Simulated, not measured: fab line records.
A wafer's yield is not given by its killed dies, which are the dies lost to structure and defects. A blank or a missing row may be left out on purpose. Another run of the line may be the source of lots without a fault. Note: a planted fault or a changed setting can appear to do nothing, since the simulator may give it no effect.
Matching of chambers -- flow sky130 -- 4 sister chambers for SKY_VIA4_ETCH_12 on rieDiel-03
The step etches SiO2 in C4F8/O2/Ar, stops on TiN, target depth 580 nm. 18 wafers are shown with their chamber, then 9 later ones without.

== WAFERS, EACH WITH ITS CHAMBER ==
wafer,chamber,oesProductAu (a.u.),rfFwdPowerW (W)
L076.1,2,0.926,1494
L076.2,0,0.923,1486
L076.3,3,0.925,1497
L077.2,2,0.928,1495
L077.4,0,0.921,1488
L077.5,2,0.918,1489
L080.2,2,0.922,1498
L080.5,0,0.922,1489
L080.6,1,0.932,1493
L082.3,2,0.923,1494
L082.5,3,0.931,1482
L082.6,0,0.926,1489
L084.1,3,0.931,1487
L084.4,0,0.922,1489
L084.6,2,0.922,1491
L087.2,0,0.925,1483
L087.3,3,0.926,1485
L087.6,0,0.925,1495

SIGNATURES (means of the wafers above)
reading,chamber 0,chamber 1,chamber 2,chamber 3,scatter within a chamber
oesProductAu,0.92343,0.93200,0.92317,0.92825,0.00284
rfFwdPowerW,1488.43,1493.00,1493.50,1487.75,4.28
Rule: for a wafer and a chamber, the distance is found by dividing, reading by reading, the gap between the wafer's reading and the chamber's mean by the reading's scatter, squaring, summing and taking the root. The wafer belongs to the nearest chamber; if the next one is less than 2 further off, it can't be placed. The scatter is the square root of a quotient: the sum, over the shown wafers, of each reading's squared deviation from its chamber's mean, divided by wafers minus chambers.

== WAFERS MISSING THEIR CHAMBER ==
wafer,oesProductAu (a.u.),rfFwdPowerW (W)
L090.1,0.919,1490
L090.3,0.927,1484
L090.5,0.921,1487
L092.1,0.929,1493
L092.4,0.919,1496
L092.6,0.936,1496
L096.1,0.924,1484
L096.2,0.932,1494
L096.6,0.921,1499

== WHICH CHAMBER EACH ONE RAN IN ==
wafer,from the rows above,in truth
L090.1,can't be placed: 0 or 2 or 3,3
L090.3,can't be placed: 3 or 0 or 2 or 1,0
L090.5,can't be placed: 0 or 2 or 3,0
L092.1,can't be placed: 1 or 3 or 2 or 0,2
L092.4,can't be placed: 2 or 0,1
L092.6,can't be placed: 1 or 3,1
L096.1,can't be placed: 0 or 3 or 2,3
L096.2,can't be placed: 1 or 3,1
L096.6,can't be placed: 2 or 0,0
Correctly placed: 0 of 9. From these rows, 9 cannot be placed; in 8 the true chamber is one of the candidates. 0 placed wrongly.
